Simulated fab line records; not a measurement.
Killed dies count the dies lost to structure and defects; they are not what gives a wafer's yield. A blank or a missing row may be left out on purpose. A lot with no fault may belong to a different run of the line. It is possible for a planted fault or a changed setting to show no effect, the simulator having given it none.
Which tool is to blame? + flow sky130 + 42 wafers from 14 lots sampled at 2 of the route's 708 steps

## WHAT THE GAUGES READ, wafer by wafer
SKY_LDD_LDN_TW_MEAS_13. Usual: LDD_LDN_TW 1488, standard deviation 13.
| lot  | measured     | on            | LDD_LDN_TW     | flag |
|------|--------------|---------------|----------------|------|
| L716 | day 23 19:21 | film_metro-02 | 1496 1492 1494 |      |
| L717 | day 24 09:05 | film_metro-03 | 1494 1489 1486 |      |
| L720 | day 25 02:56 | film_metro-04 | 1365 1362 1365 | OFF  |
| L721 | day 25 10:24 | film_metro-03 | 1490 1498 1493 |      |
| L722 | day 25 13:33 | film_metro-03 | 1389 1384 1388 | OFF  |
| L728 | day 27 21:52 | film_metro-04 | 1471 1472 1476 |      |
| L729 | day 28 07:52 | film_metro-03 | 1481 1483 1484 |      |
| L732 | day 29 07:42 | film_metro-02 | 1507 1509 1491 |      |
| L733 | day 29 09:29 | film_metro-04 | 1481 1480 1479 |      |
| L735 | day 30 00:52 | film_metro-03 | 1491 1490 1484 |      |
| L736 | day 30 10:21 | film_metro-04 | 1472 1474 1489 |      |
| L737 | day 30 18:28 | film_metro-04 | 1481 1479 1478 |      |
| L738 | day 31 01:05 | film_metro-04 | 1471 1469 1469 |      |
| L739 | day 31 08:32 | film_metro-04 | 1462 1468 1473 |      |

## WHICH TOOL RAN EACH LOT (tool, then ch and the chambers of the sampled wafers, then the start)
| lot  | SKY_LDD_LDN_IMPLANT_09          |
|------|---------------------------------|
| L716 | implanter-01 ch 0, day 23 18:49 |
| L717 | implanter-04 ch 0, day 24 08:32 |
| L720 | implanter-04 ch 0, day 25 02:23 |
| L721 | implanter-01 ch 0, day 25 09:51 |
| L722 | implanter-04 ch 0, day 25 13:00 |
| L728 | implanter-01 ch 0, day 27 21:20 |
| L729 | implanter-01 ch 0, day 28 07:19 |
| L732 | implanter-02 ch 0, day 29 07:09 |
| L733 | implanter-04 ch 0, day 29 08:56 |
| L735 | implanter-01 ch 0, day 30 00:19 |
| L736 | implanter-04 ch 0, day 30 09:49 |
| L737 | implanter-02 ch 0, day 30 17:56 |
| L738 | implanter-04 ch 0, day 31 00:34 |
| L739 | implanter-04 ch 0, day 31 07:59 |
- SKY_LDD_LDN_IMPLANT_09

## AS READ BY THE TOOLS THEMSELVES (means over the sampled wafers that have a number; for cases with no such wafer, the mark the record gives instead)
SKY_LDD_LDN_IMPLANT_09. Usual: dose_ions_cm2 1.2501e+13, standard deviation 1.5e+10; end_station_pressure_torr 5.04e-06 Torr, standard deviation 2.5e-07; faraday_current_uA 70.5, standard deviation 1.4.
| lot  | tool         | dose_ions_cm2 | end_station_pressure_torr (Torr) | faraday_current_uA | flag |
|------|--------------|---------------|----------------------------------|--------------------|------|
| L716 | implanter-01 | 1.2510e+13    | 4.92e-06                         | 71.0               |      |
| L717 | implanter-04 | 1.2502e+13    | 5.31e-06                         | 70.6               |      |
| L720 | implanter-04 | 1.2620e+12    | 5.01e-06                         | 7.0                | OFF  |
| L721 | implanter-01 | 1.2511e+13    | 5.22e-06                         | 70.6               |      |
| L722 | implanter-04 | 1.2253e+12    | 4.90e-06                         | 6.9                | OFF  |
| L728 | implanter-01 | 1.2500e+13    | 5.17e-06                         | 71.2               |      |
| L729 | implanter-01 | 1.2503e+13    | 4.90e-06                         | 70.2               |      |
| L732 | implanter-02 | 1.2486e+13    | 5.04e-06                         | 69.8               |      |
| L733 | implanter-04 | 1.2491e+13    | 4.91e-06                         | 70.2               |      |
| L735 | implanter-01 | 1.2496e+13    | 4.99e-06                         | 70.9               |      |
| L736 | implanter-04 | 1.2522e+13    | 5.00e-06                         | 70.6               |      |
| L737 | implanter-02 | 1.2497e+13    | 4.97e-06                         | 71.4               |      |
| L738 | implanter-04 | 1.2474e+13    | 5.38e-06                         | 69.7               |      |
| L739 | implanter-04 | 1.2487e+13    | 5.04e-06                         | 71.7               |      |

## THE ANSWER, worked out from the rows above alone
Rule: a lot is off if the mean of its wafers that have a number lies more than 3 standard deviations from the usual mean. Also off: a lot with no number at a reading for which 4 or more lots have one. All remaining lots with rows at the step are treated as sound. After the gauges, taken in route order, come the tools' own readings; for these a lot's mean is taken, as printed above. The first step at which some lot is off is used, and at that step the reading that is off furthest; a lot without a number counts as furthest.
Off: L720, L722, seen at SKY_LDD_LDN_TW_MEAS_13 (LDD_LDN_TW).
If a tool, at a process step before that reading, ran all the lots that are off and no sound lot after the first of them, it fits. The gauges at SKY_LDD_LDN_TW_MEAS_13 aren't tried: what is off there is off at SKY_LDD_LDN_IMPLANT_09 too, on other tools, and a gauge's error can't cause that. Of those tried, none fits.

## WHAT THE SIMULATOR HAD PUT IN
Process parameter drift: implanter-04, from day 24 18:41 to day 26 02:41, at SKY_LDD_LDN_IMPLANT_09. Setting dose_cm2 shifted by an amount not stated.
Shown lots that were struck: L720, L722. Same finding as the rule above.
